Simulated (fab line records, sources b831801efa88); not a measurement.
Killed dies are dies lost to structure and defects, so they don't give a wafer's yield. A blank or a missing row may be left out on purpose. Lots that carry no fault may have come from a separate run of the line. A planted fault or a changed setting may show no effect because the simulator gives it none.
Chamber matching / flow sky130 / cmp-01 running SKY_VIA3_CMP_02: 4 sister chambers
The step polishes SiO2. 27 wafers are shown with their chamber, then 12 later ones without.

== WAFERS PAIRED WITH THEIR CHAMBERS ==
wafer=L074.2; chamber=1; motorCurrentA (A)=12.8; slurryFilterDpKPa (kPa)=13.58
wafer=L074.3; chamber=2; motorCurrentA (A)=11.5; slurryFilterDpKPa (kPa)=13.26
wafer=L074.6; chamber=3; motorCurrentA (A)=12.2; slurryFilterDpKPa (kPa)=13.60
wafer=L076.1; chamber=1; motorCurrentA (A)=12.4; slurryFilterDpKPa (kPa)=13.69
wafer=L076.2; chamber=3; motorCurrentA (A)=12.7; slurryFilterDpKPa (kPa)=13.79
wafer=L076.6; chamber=0; motorCurrentA (A)=12.1; slurryFilterDpKPa (kPa)=13.58
wafer=L078.2; chamber=2; motorCurrentA (A)=11.6; slurryFilterDpKPa (kPa)=13.57
wafer=L078.5; chamber=0; motorCurrentA (A)=12.3; slurryFilterDpKPa (kPa)=13.68
wafer=L078.6; chamber=3; motorCurrentA (A)=12.2; slurryFilterDpKPa (kPa)=13.56
wafer=L079.3; chamber=2; motorCurrentA (A)=11.8; slurryFilterDpKPa (kPa)=13.63
wafer=L079.4; chamber=0; motorCurrentA (A)=12.7; slurryFilterDpKPa (kPa)=13.68
wafer=L079.6; chamber=1; motorCurrentA (A)=12.2; slurryFilterDpKPa (kPa)=13.56
wafer=L080.1; chamber=0; motorCurrentA (A)=12.1; slurryFilterDpKPa (kPa)=13.25
wafer=L080.5; chamber=2; motorCurrentA (A)=11.5; slurryFilterDpKPa (kPa)=13.50
wafer=L080.6; chamber=1; motorCurrentA (A)=12.5; slurryFilterDpKPa (kPa)=13.65
wafer=L081.1; chamber=2; motorCurrentA (A)=11.9; slurryFilterDpKPa (kPa)=13.68
wafer=L081.4; chamber=3; motorCurrentA (A)=11.9; slurryFilterDpKPa (kPa)=13.26
wafer=L081.6; chamber=0; motorCurrentA (A)=12.1; slurryFilterDpKPa (kPa)=13.60
wafer=L082.2; chamber=0; motorCurrentA (A)=11.8; slurryFilterDpKPa (kPa)=13.03
wafer=L082.3; chamber=3; motorCurrentA (A)=12.3; slurryFilterDpKPa (kPa)=13.20
wafer=L082.5; chamber=1; motorCurrentA (A)=12.0; slurryFilterDpKPa (kPa)=13.48
wafer=L087.2; chamber=0; motorCurrentA (A)=11.3; slurryFilterDpKPa (kPa)=13.63
wafer=L087.3; chamber=3; motorCurrentA (A)=12.6; slurryFilterDpKPa (kPa)=13.52
wafer=L087.6; chamber=1; motorCurrentA (A)=11.8; slurryFilterDpKPa (kPa)=13.96
wafer=L088.1; chamber=0; motorCurrentA (A)=12.2; slurryFilterDpKPa (kPa)=13.33
wafer=L088.2; chamber=2; motorCurrentA (A)=12.2; slurryFilterDpKPa (kPa)=13.66
wafer=L088.5; chamber=0; motorCurrentA (A)=12.3; slurryFilterDpKPa (kPa)=13.62

SIGNATURES (averages over the wafers above)
reading=motorCurrentA; chamber 0=12.100; chamber 1=12.283; chamber 2=11.750; chamber 3=12.317; scatter within a chamber=0.338
reading=slurryFilterDpKPa; chamber 0=13.4889; chamber 1=13.6533; chamber 2=13.5500; chamber 3=13.4883; scatter within a chamber=0.201
Rule: for a wafer and a chamber, the distance is found by dividing, reading by reading, the gap between the wafer's reading and the chamber's mean by the reading's scatter, squaring, summing and taking the root. The wafer belongs to the nearest chamber; if the next one is less than 2 further off, it can't be placed. The scatter: the root of (the sum of the squares of (reading less its chamber's mean) over the shown wafers, divided by (wafers less chambers)).

== WAFERS WITH NO CHAMBER GIVEN ==
wafer=L093.2; motorCurrentA (A)=12.3; slurryFilterDpKPa (kPa)=13.57
wafer=L093.4; motorCurrentA (A)=12.0; slurryFilterDpKPa (kPa)=13.77
wafer=L093.6; motorCurrentA (A)=11.8; slurryFilterDpKPa (kPa)=13.71
wafer=L095.1; motorCurrentA (A)=11.6; slurryFilterDpKPa (kPa)=13.54
wafer=L095.4; motorCurrentA (A)=12.1; slurryFilterDpKPa (kPa)=13.67
wafer=L095.5; motorCurrentA (A)=11.7; slurryFilterDpKPa (kPa)=13.44
wafer=L096.3; motorCurrentA (A)=12.2; slurryFilterDpKPa (kPa)=13.38
wafer=L096.4; motorCurrentA (A)=12.1; slurryFilterDpKPa (kPa)=13.42
wafer=L096.6; motorCurrentA (A)=12.0; slurryFilterDpKPa (kPa)=13.54
wafer=L097.1; motorCurrentA (A)=12.5; slurryFilterDpKPa (kPa)=13.62
wafer=L097.4; motorCurrentA (A)=12.5; slurryFilterDpKPa (kPa)=13.56
wafer=L097.5; motorCurrentA (A)=11.6; slurryFilterDpKPa (kPa)=13.37

== EACH ONE'S CHAMBER ==
wafer=L093.2; from the rows above=can't be placed: 3 or 1 or 0 or 2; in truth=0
wafer=L093.4; from the rows above=can't be placed: 1 or 2 or 0 or 3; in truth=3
wafer=L093.6; from the rows above=can't be placed: 2 or 0 or 1 or 3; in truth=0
wafer=L095.1; from the rows above=can't be placed: 2 or 0 or 1 or 3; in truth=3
wafer=L095.4; from the rows above=can't be placed: 1 or 0 or 3 or 2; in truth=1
wafer=L095.5; from the rows above=can't be placed: 2 or 0 or 3 or 1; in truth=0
wafer=L096.3; from the rows above=can't be placed: 0 or 3 or 1 or 2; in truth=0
wafer=L096.4; from the rows above=can't be placed: 0 or 3 or 2 or 1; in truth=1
wafer=L096.6; from the rows above=can't be placed: 0 or 2 or 3 or 1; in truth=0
wafer=L097.1; from the rows above=can't be placed: 1 or 3 or 0 or 2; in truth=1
wafer=L097.4; from the rows above=can't be placed: 3 or 1 or 0 or 2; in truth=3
wafer=L097.5; from the rows above=can't be placed: 2 or 0 or 3 or 1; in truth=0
Correct placement for 0 of the 12. Unplaceable from these rows: 12, with the true chamber sitting among the candidates in 12. Placed wrongly: 0.
